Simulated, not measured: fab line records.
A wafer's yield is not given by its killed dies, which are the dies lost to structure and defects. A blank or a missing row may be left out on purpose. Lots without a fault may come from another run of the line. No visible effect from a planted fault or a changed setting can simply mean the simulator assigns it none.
fab line records	flow gf180mcu
[record] lots = 6	wafers = 18	lastDay = 34
route steps=602 shown HV_LDD@198
lots that met no fault: from a run of the same line without faults
startH: the number of hours between the record's first day and the start of the first shown wafer of the lot	waitH: hours from the lot's prior step to this one	" the same as in the row above	L1.1+2: one row covering several wafers at once	- value missing, or start not given	* or withheld: withheld	< > ~ a bound
route shown NAME@n: NAME is a module with steps in the file, n the number in the route of the first one	usual: the fault-free wafers' mean and standard deviation	same: alike in all rows	chamber/n: place in a boat	sites: readings site by site	_std_site: standard deviation across them	_edge_site: inner sites' mean taken away from outer sites' mean	radiusMm: for every site, how far away it sits from the centre of the wafer	mask NAME#n: copy n	behind: the most recent tool/chamber to have shaped the wafer	hold: the reason the lot was held/the length of the hold in hours/how it ended	device: the n, p or np transistor that did not switch	end of line: the tests these same wafers got at the end of their route	where a step has no rows: the recipe by itself	killed: the dies lost at the first sort to structure and to defects; this is not the yield of the wafer	map: a wafer's dies, x killed, . not, _ none there
set.NAME: the run value of the setting; set.NAME@STEP: its run value at that earlier step	model.NAME: the simulator's own value behind a step, which no gauge read
lots at some steps of the route; a table a step, a row a wafer
services: from which hour (startH, from the record's first day; less than 0 if before it) a tool's chamber was out of use, for how many hours, and why
[[steps]]
[step GF_HV_LDD_STRIP_22]
[recipe] chemistry = O2/N2	powerW = 1400	pressureMtorr = 1500	platenTempC = 250	o2FlowSccm = 3000	n2FlowSccm = 300	overashFraction = 0.5
[usual] drypumpMotorCurrentA = 5.8/0.42	heaterPowerW = 331/53	oesProductAu = 0.716/0.0045	stripTimeToEndpointS = 12.62/0.035
lot.wafer	tool	chamber	startH	waitH	drypumpMotorCurrentA	heaterPowerW	oesProductAu	rfHoursCounterH	stripTimeToEndpointS
L587.2	plasmaAsher-03	0	268.45	0.1	5.8	278	0.715	55	12.69
L587.4	"	0	"	"	5.7	286	0.712	-	12.63
L587.5	"	1	"	"	6.6	276	0.722	-	12.65
L591.1	plasmaAsher-01	1	300.39	0.1	5.7	347	0.723	19	12.58
L591.5	"	0	"	"	5.2	313	0.715	-	12.57
L591.6	"	1	"	"	5.7	339	0.722	-	12.57
L599.2	plasmaAsher-01	1	358.24	0.1	5.7	335	0.717	25	12.60
L599.3	"	1	"	"	5.7	346	0.711	-	12.65
L599.5	"	1	"	"	5.7	337	0.712	-	12.61
L600.1	plasmaAsher-01	1	364.45	0.1	5.7	339	0.714	25	12.64
L600.2	"	0	"	"	5.2	317	0.713	25	12.66
L600.5	"	0	"	"	5.2	326	0.717	-	12.65
L601.1	plasmaAsher-03	1	375.84	0.1	6.6	275	0.719	66	12.63
L601.4	"	1	"	"	6.6	279	0.710	-	12.60
L601.6	"	0	"	"	5.7	287	0.715	-	12.63
L602.1	plasmaAsher-03	0	383.29	0.1	5.7	285	0.713	67	12.58
L602.4	"	0	"	"	5.8	285	0.724	-	12.59
L602.5	"	0	"	"	5.8	294	0.726	-	12.60
[step GF_HV_LDD_TW_MEAS_23]
[usual] HV_LDD_2_TW = 1046/17
lot.wafer	tool	chamber	startH	waitH	HV_LDD_2_TW
L587.2	filmMetro-03	-	268.56	0.1	1024
L587.4	"	-	"	"	1022
L587.5	"	-	"	"	1026
L591.1	filmMetro-03	-	300.49	0.1	1034
L591.5	"	-	"	"	1030
L591.6	"	-	"	"	1034
L599.2	filmMetro-03	-	358.35	0.1	1026
L599.3	"	-	"	"	1025
L599.5	"	-	"	"	1030
L600.1	filmMetro-02	-	364.55	0.1	1061
L600.2	"	-	"	"	1060
L600.5	"	-	"	"	1071
L601.1	filmMetro-01	-	375.95	0.1	1056
L601.4	"	-	"	"	1062
L601.6	"	-	"	"	1059
L602.1	filmMetro-03	-	383.39	0.1	1031
L602.4	"	-	"	"	1029
L602.5	"	-	"	"	1031
[step GF_HV_LDD_DEHYDRATE_24]
[recipe] tempC = 200	timeS = 60
[step GF_HV_LDD_HMDS_25]
[recipe] primeTimeS = 60	primeTempC = 120
[step GF_HV_LDD_COAT_26]
[recipe] resist = NOVOLAK	spinRpm = 3000	resistThkNm = 1000
[step GF_HV_LDD_SOFTBAKE_27]
[recipe] tempC = 90	timeS = 60	resist = NOVOLAK
[step GF_HV_LDD_EXPOSE_28]
[recipe] maskId = Nplus_HV_AREA	targetCdNm = 400	na = 0.6	sourceShape = conventional	sigmaOuter = 0.6	doseMj = 140
[step GF_HV_LDD_PEB_29]
[recipe] tempC = withheld	timeS = *	resist = NOVOLAK
[step GF_HV_LDD_DEVELOP_30]
[recipe] developTimeS = 60	devTempC = 23
[step GF_HV_LDD_CD_MEAS_31]
[recipe] targetCdNm = 400
[usual] cdNm = 400.5/2
lot.wafer	tool	chamber	startH	waitH	cdNm
L587.2	cdSem-01	-	288.52	0.1	398.6
L587.4	"	-	"	"	400.2
L587.5	"	-	"	"	400.0
L591.1	cdSem-01	-	321.93	0.1	401.8
L591.5	"	-	"	"	401.3
L591.6	"	-	"	"	399.7
L599.2	cdSem-01	-	380.95	0.1	399.4
L599.3	"	-	"	"	398.5
L599.5	"	-	"	"	398.2
L600.1	cdSem-01	-	387.85	0.1	400.9
L600.2	"	-	"	"	399.1
L600.5	"	-	"	"	402.3
L601.1	cdSem-02	-	399.08	0.1	402.9
L601.4	"	-	"	"	401.7
L601.6	"	-	"	"	401.3
L602.1	cdSem-01	-	406.85	0.1	402.5
L602.4	"	-	"	"	399.4
L602.5	"	-	"	"	401.4
[step GF_HV_LDD_OVL_MEAS_32]
[usual] HV_LDD_02_OVL = 1.4/1.6
lot.wafer	tool	chamber	startH	waitH	HV_LDD_02_OVL[nm]
L587.2	overlay-02	-	288.62	0.1	0.5
L587.4	"	-	"	"	3.1
L587.5	"	-	"	"	1.3
L591.1	overlay-01	-	322.05	0.1	1.7
L591.5	"	-	"	"	1.7
L591.6	"	-	"	"	2.7
L599.2	overlay-02	-	381.06	0.1	0.4
L599.3	"	-	"	"	-1.5
L599.5	"	-	"	"	2.7
L600.1	overlay-02	-	387.97	0.1	2.3
L600.2	"	-	"	"	2.4
L600.5	"	-	"	"	3.1
L601.1	overlay-02	-	399.20	0.1	-0.1
L601.4	"	-	"	"	-1.4
L601.6	"	-	"	"	-0.6
L602.1	overlay-02	-	406.97	0.1	3.8
L602.4	"	-	"	"	1.9
L602.5	"	-	"	"	0.4
[step GF_HV_LDD_IMPLANT_33]
[recipe] species = P	energyKev = 60	doseCm2 = 7.5e+12	tiltDeg = 30	rotationDeg = 0
[step GF_HV_LDD_IMPLANT_34]
[recipe] species = P	energyKev = 60	doseCm2 = 7.5e+12	tiltDeg = 30	rotationDeg = 90
[usual] beamEnergyKeV = 59.999/0.02	beamOnS = 10.00/0.21
lot.wafer	tool	chamber	startH	waitH	beamEnergyKeV	beamOnS
L587.2	implanter-02	0	288.83	0.1	60.007	9.88
L587.4	"	0	"	"	59.996	10.28
L587.5	"	0	"	"	60.032	9.87
L591.1	implanter-01	0	324.23	0.1	60.012	9.67
L591.5	"	0	"	"	60.006	9.68
L591.6	"	0	"	"	60.007	10.06
L599.2	implanter-01	-	381.26	0.1	-	-
L599.3	"	-	"	"	-	-
L599.5	"	-	"	"	-	-
L600.1	implanter-01	-	388.16	0.1	-	-
L600.2	"	-	"	"	-	-
L600.5	"	-	"	"	-	-
L601.1	implanter-01	0	399.39	0.1	59.962	9.91
L601.4	"	0	"	"	59.945	10.29
L601.6	"	0	"	"	60.001	10.01
L602.1	implanter-01	0	407.16	0.1	60.006	9.77
L602.4	"	0	"	"	60.023	10.13
L602.5	"	0	"	"	60.026	9.83
[step GF_HV_LDD_IMPLANT_35]
[recipe] species = P	energyKev = 60	doseCm2 = 7.5e+12	tiltDeg = 30	rotationDeg = 180
[step GF_HV_LDD_IMPLANT_36]
[recipe] species = P	energyKev = 60	doseCm2 = 7.5e+12	tiltDeg = 30	rotationDeg = 270
[step GF_HV_LDD_STRIP_37]
[recipe] chemistry = O2/N2	powerW = 1400	pressureMtorr = 1500	platenTempC = 250	o2FlowSccm = 3000	n2FlowSccm = 300	overashFraction = 0.5
[usual] drypumpMotorCurrentA = 5.9/0.42	heaterPowerW = 331/52	oesProductAu = 0.716/0.004	stripTimeToEndpointS = 12.62/0.031
lot.wafer	tool	chamber	startH	waitH	drypumpMotorCurrentA	heaterPowerW	oesProductAu	rfHoursCounterH	stripTimeToEndpointS
L587.2	plasmaAsher-01	0	289.25	0.1	5.2	320	0.718	18	12.62
L587.4	"	1	"	"	5.7	334	0.719	-	12.68
L587.5	"	1	"	"	5.7	350	0.721	-	12.62
L591.1	plasmaAsher-02	0	324.68	0.1	5.7	415	0.716	72	12.65
L591.5	"	1	"	"	6.2	299	0.713	-	12.63
L591.6	"	0	"	"	5.7	425	0.718	-	12.64
L599.2	plasmaAsher-02	1	381.69	0.1	6.2	302	0.721	78	12.60
L599.3	"	1	"	"	6.2	303	0.720	-	12.61
L599.5	"	1	"	"	6.2	305	0.715	-	12.64
L600.1	plasmaAsher-03	0	388.61	0.1	5.7	285	0.710	67	12.63
L600.2	"	1	"	"	6.6	278	0.709	67	12.61
L600.5	"	0	"	"	5.7	286	0.713	-	12.65
L601.1	plasmaAsher-02	1	399.84	0.1	6.2	297	0.711	80	12.58
L601.4	"	0	"	"	5.7	428	0.719	-	12.54
L601.6	"	1	"	"	6.2	301	0.716	-	12.59
L602.1	plasmaAsher-02	0	407.61	0.1	5.7	429	0.717	81	12.58
L602.4	"	0	"	"	5.8	426	0.720	-	12.58
L602.5	"	0	"	"	5.8	428	0.714	-	12.57
[step GF_HV_LDD_TW_MEAS_38]
[usual] HV_LDD_3_TW = 1423/24
lot.wafer	tool	chamber	startH	waitH	hold	HV_LDD_3_TW
L587.2	filmMetro-03	-	289.36	0.1	-	1398
L587.4	"	-	"	"	-	1402
L587.5	"	-	"	"	-	1405
L591.1	filmMetro-02	-	324.78	0.1	-	1434
L591.5	"	-	"	"	-	1442
L591.6	"	-	"	"	-	1440
L599.2	filmMetro-03	-	381.80	0.1	awaitDispo/0.2h/release	1276
L599.3	"	-	"	"	awaitDispo/0.2h/release	1278
L599.5	"	-	"	"	awaitDispo/0.2h/release	1277
L599.2	filmMetro-03	-	382.02	0.2	-	1276
L599.3	"	-	"	"	-	1274
L599.5	"	-	"	"	-	1275
L600.1	filmMetro-02	-	388.71	0.1	awaitDispo/0.2h/release	1318
L600.2	"	-	"	"	awaitDispo/0.2h/release	1319
L600.5	"	-	"	"	awaitDispo/0.2h/release	1324
L600.1	filmMetro-02	-	388.94	0.2	-	1326
L600.2	"	-	"	"	-	1323
L600.5	"	-	"	"	-	1323
L601.1	filmMetro-02	-	399.94	0.1	-	1454
L601.4	"	-	"	"	-	1451
L601.6	"	-	"	"	-	1447
L602.1	filmMetro-03	-	407.71	0.1	-	1395
L602.4	"	-	"	"	-	1403
L602.5	"	-	"	"	-	1402
[step GF_HV_LDD_HMDS_40]
[recipe] primeTimeS = 60	primeTempC = 120
[step GF_HV_LDD_COAT_41]
[recipe] resist = NOVOLAK	spinRpm = 3023	resistThkNm = 1000
[step GF_HV_LDD_SOFTBAKE_42]
[recipe] tempC = 90	timeS = 60	resist = NOVOLAK
[step GF_HV_LDD_EXPOSE_43]
[recipe] maskId = Pplus_HV_AREA	targetCdNm = 400	na = 0.6	sourceShape = conventional	sigmaOuter = 0.6	doseMj = 140
[step GF_HV_LDD_PEB_44]
[recipe] tempC = withheld	timeS = *	resist = NOVOLAK
[step GF_HV_LDD_DEVELOP_45]
[recipe] developTimeS = 60	devTempC = 23
[step GF_HV_LDD_CD_MEAS_46]
[recipe] targetCdNm = 400
[usual] cdNm = 400.2/2
lot.wafer	tool	chamber	startH	waitH	cdNm
L587.2	cdSem-02	-	310.28	0.1	398.7
L587.4	"	-	"	"	396.3
L587.5	"	-	"	"	399.1
L591.1	cdSem-01	-	346.80	0.2	398.3
L591.5	"	-	"	"	399.3
L591.6	"	-	"	"	399.2
L599.2	cdSem-02	-	405.32	0.1	400.9
L599.3	"	-	"	"	399.7
L599.5	"	-	"	"	399.4
L600.1	cdSem-01	-	412.33	0.1	401.3
L600.2	"	-	"	"	400.0
L600.5	"	-	"	"	400.7
L601.1	cdSem-02	-	423.80	0.1	402.3
L601.4	"	-	"	"	402.8
L601.6	"	-	"	"	402.5
L602.1	cdSem-01	-	431.63	0.1	398.6
L602.4	"	-	"	"	399.8
L602.5	"	-	"	"	399.8
[step GF_HV_LDD_OVL_MEAS_47]
[usual] HV_LDD_03_OVL = -0.2/1.4
lot.wafer	tool	chamber	startH	waitH	HV_LDD_03_OVL[nm]
L587.2	overlay-01	-	310.38	0.1	2.6
L587.4	"	-	"	"	1.6
L587.5	"	-	"	"	2.7
L591.1	overlay-02	-	346.92	0.1	0.4
L591.5	"	-	"	"	-0.6
L591.6	"	-	"	"	-0.4
L599.2	overlay-02	-	405.43	0.1	1.1
L599.3	"	-	"	"	-0.1
L599.5	"	-	"	"	-0.2
L600.1	overlay-02	-	412.45	0.1	-0.1
L600.2	"	-	"	"	0.0
L600.5	"	-	"	"	-1.3
L601.1	overlay-02	-	423.92	0.1	0.7
L601.4	"	-	"	"	0.3
L601.6	"	-	"	"	0.1
L602.1	overlay-02	-	431.75	0.1	0.8
L602.4	"	-	"	"	-0.1
L602.5	"	-	"	"	-0.3
[step GF_HV_LDD_IMPLANT_48]
[recipe] species = B	energyKev = 25	doseCm2 = 3e+13	tiltDeg = 7
[step GF_HV_LDD_STRIP_49]
[recipe] chemistry = O2/N2	powerW = 1400	pressureMtorr = 1500	platenTempC = 250	o2FlowSccm = 3000	n2FlowSccm = 300	overashFraction = 0.5
[usual] drypumpMotorCurrentA = 6.0/0.41	heaterPowerW = 324/55	oesProductAu = 0.715/0.0048	stripTimeToEndpointS = 12.58/0.034
lot.wafer	tool	chamber	startH	waitH	drypumpMotorCurrentA	heaterPowerW	oesProductAu	rfHoursCounterH	stripTimeToEndpointS
L587.2	plasmaAsher-03	1	310.56	0.1	6.6	277	0.710	59	12.56
L587.4	"	1	"	"	6.6	271	0.719	-	12.57
L587.5	"	1	"	"	6.6	279	0.717	-	12.56
L591.1	plasmaAsher-01	1	347.11	0.1	5.7	340	0.718	24	12.58
L591.5	"	0	"	"	5.2	316	0.710	-	12.57
L591.6	"	1	"	"	5.7	339	0.710	-	12.57
L599.2	plasmaAsher-03	0	405.61	0.1	5.7	287	0.719	69	12.56
L599.3	"	1	"	"	6.6	277	0.716	-	12.53
L599.5	"	1	"	"	6.6	281	0.708	-	12.54
L600.1	plasmaAsher-03	0	412.64	0.1	5.8	301	0.712	70	12.57
L600.2	"	1	"	"	6.6	276	0.716	70	12.61
L600.5	"	0	"	"	5.8	289	0.719	-	12.57
L601.1	plasmaAsher-02	1	424.10	0.1	6.2	294	0.717	83	12.56
L601.4	"	1	"	"	6.2	301	0.715	-	12.52
L601.6	"	1	"	"	6.2	297	0.723	-	12.53
L602.1	plasmaAsher-03	0	431.94	0.1	5.7	323	0.721	0	12.64
L602.4	"	0	"	"	5.7	323	0.715	-	12.62
L602.5	"	0	"	"	5.7	312	0.716	-	12.60
[step GF_HV_LDD_TW_MEAS_50]
[usual] HV_LDD_4_TW = 567/8.7
lot.wafer	tool	chamber	startH	waitH	HV_LDD_4_TW
L587.2	filmMetro-01	-	310.67	0.1	572
L587.4	"	-	"	"	574
L587.5	"	-	"	"	576
L591.1	filmMetro-02	-	347.21	0.1	568
L591.5	"	-	"	"	572
L591.6	"	-	"	"	569
L599.2	filmMetro-03	-	405.72	0.1	554
L599.3	"	-	"	"	556
L599.5	"	-	"	"	556
L600.1	filmMetro-03	-	412.74	0.1	556
L600.2	"	-	"	"	553
L600.5	"	-	"	"	555
L601.1	filmMetro-01	-	424.20	0.1	575
L601.4	"	-	"	"	579
L601.6	"	-	"	"	579
L602.1	filmMetro-02	-	432.04	0.1	577
L602.4	"	-	"	"	578
L602.5	"	-	"	"	576
[step GF_HV_LDD_CLEAN_51]
[recipe] chemistry = SC1/SC2	mix = 1:4:20	tempC = 70	timeS = 150	dry = n2Spin
[step GF_HV_LDD_RTA_52]
[recipe] tempC = 1000	timeS = 10	ambient = N2
[usual] lampPowerPct = 33.1/1.9	wafer_temp_C_max = 1004.6/1.1
[same] timeS = 10
lot.wafer	tool	chamber	startH	waitH	lampPowerPct	wafer_temp_C_max
L587.2	rtpAnneal-02	0	310.78	0.0	34.2	1004.0
L587.4	"	0	"	"	34.1	1005.9
L587.5	"	0	"	"	34.0	1004.0
L591.1	rtpAnneal-02	0	347.32	0.0	34.1	1005.6
L591.5	"	0	"	"	34.1	1007.2
L591.6	"	0	"	"	34.1	1005.5
L599.2	rtpAnneal-02	0	405.83	0.0	34.2	1005.8
L599.3	"	0	"	"	34.1	1003.8
L599.5	"	0	"	"	34.1	1004.2
L600.1	rtpAnneal-02	0	412.90	0.0	34.1	1004.5
L600.2	"	0	"	"	34.1	1004.7
L600.5	"	0	"	"	34.1	1005.2
L601.1	rtpAnneal-02	0	424.31	0.0	34.1	1006.4
L601.4	"	0	"	"	34.1	1004.6
L601.6	"	0	"	"	34.1	1003.2
L602.1	rtpAnneal-02	0	432.15	0.0	34.1	1005.1
L602.4	"	0	"	"	34.1	1003.3
L602.5	"	0	"	"	34.1	1005.0
[step GF_HV_LDD_RS_MEAS_53]
[recipe] thkMeasGauge = four-point-probe
[usual] HV_LDD_RS = 418.4/1.1
lot.wafer	tool	chamber	startH	waitH	hold	HV_LDD_RS[ohm/sq]
L587.2	filmMetro-01	-	310.86	0.1	-	420.6
L587.4	"	-	"	"	-	421.2
L587.5	"	-	"	"	-	420.3
L591.1	filmMetro-03	-	347.38	0.1	-	419.3
L591.5	"	-	"	"	-	418.0
L591.6	"	-	"	"	-	419.0
L599.2	filmMetro-02	-	405.91	0.1	awaitDispo/0.2h/release	440.3
L599.3	"	-	"	"	awaitDispo/0.2h/release	440.4
L599.5	"	-	"	"	awaitDispo/0.2h/release	440.0
L599.2	filmMetro-02	-	406.19	0.3	-	441.1
L599.3	"	-	"	"	-	441.6
L599.5	"	-	"	"	-	439.9
L600.1	filmMetro-01	-	412.97	0.1	awaitDispo/0.2h/release	440.7
L600.2	"	-	"	"	awaitDispo/0.2h/release	439.5
L600.5	"	-	"	"	awaitDispo/0.2h/release	440.2
L600.1	filmMetro-01	-	413.26	0.3	-	440.1
L600.2	"	-	"	"	-	440.5
L600.5	"	-	"	"	-	440.9
L601.1	filmMetro-03	-	424.38	0.1	-	417.8
L601.4	"	-	"	"	-	418.1
L601.6	"	-	"	"	-	417.7
L602.1	filmMetro-03	-	432.22	0.1	-	420.5
L602.4	"	-	"	"	-	420.0
L602.5	"	-	"	"	-	419.3
[[services]]
tool	chamber	startH	hours	kind
plasmaAsher-02	-	247.39	3.1	repair
implanter-01	-	258.61	1.4	repair
implanter-01	-	289.29	3.8	pm
implanter-02	-	300.90	42.0	repair
implanter-01	-	321.26	2.2	repair
plasmaAsher-02	-	321.88	1.0	repair
plasmaAsher-01	-	338.66	0.6	repair
plasmaAsher-02	-	353.94	0.5	repair
implanter-02	-	355.88	1.8	repair
implanter-02	-	363.95	22.6	repair
implanter-02	-	386.78	1.3	repair
plasmaAsher-03	-	421.25	9.0	pm
plasmaAsher-03	0	421.25	9.0	ventCycle
plasmaAsher-03	1	421.25	9.0	ventCycle
implanter-01	-	427.86	18.2	pm
plasmaAsher-03	0	430.25	-	clean
plasmaAsher-03	1	430.25	-	clean
[[key]]
[firstSign] step = GF_HV_LDD_IMPLANT_34	reading = toolRecord	direction = missing
[effect] step = GF_HV_LDD_TW_MEAS_38	reading = visit	direction = added
[effect] step = GF_HV_LDD_TW_MEAS_38	reading = HV_LDD_3_TW	direction = down	sigmas = 5.2	usual = 1423	struck = 1299
[effect] step = GF_HV_LDD_RS_MEAS_53	reading = visit	direction = added
[effect] step = GF_HV_LDD_RS_MEAS_53	reading = HV_LDD_RS	direction = up	sigmas = 19	usual = 418.4	struck = 440.2
metAt GF_HV_LDD_IMPLANT_34
struckWafers L599.2,L599.3,L599.5,L600.1,L600.2,L600.5
laterRowsLeftOut L599.2,L599.3,L599.5,L600.1,L600.2,L600.5
sortLeftOut L599.2,L599.3,L599.5,L600.1,L600.2,L600.5
testerLeftOut L599,L600
onsetBetween 324.23 381.26
[fault] kind = skippedStepWhole	tool = implanter-01	chamber = -	onsetH = 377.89	steps = GF_HV_LDD_IMPLANT_34	scope = struckLotsOnly
// testerLeftOut: of these lots the tester's yield and bins aren't shown, on N5 and GAA mostly nor the transistor test; their killed dies are dies lost to structure and defects alone, not to doping, threshold or leakage, so they don't give the yield
// sortLeftOut: the simulated sort isn't trusted on such a fault, so these wafers' sort isn't shown, and their yield isn't known
// laterRowsLeftOut: the simulator's readings of these wafers behind a module that went badly wrong aren't trusted and aren't shown, but for the sort
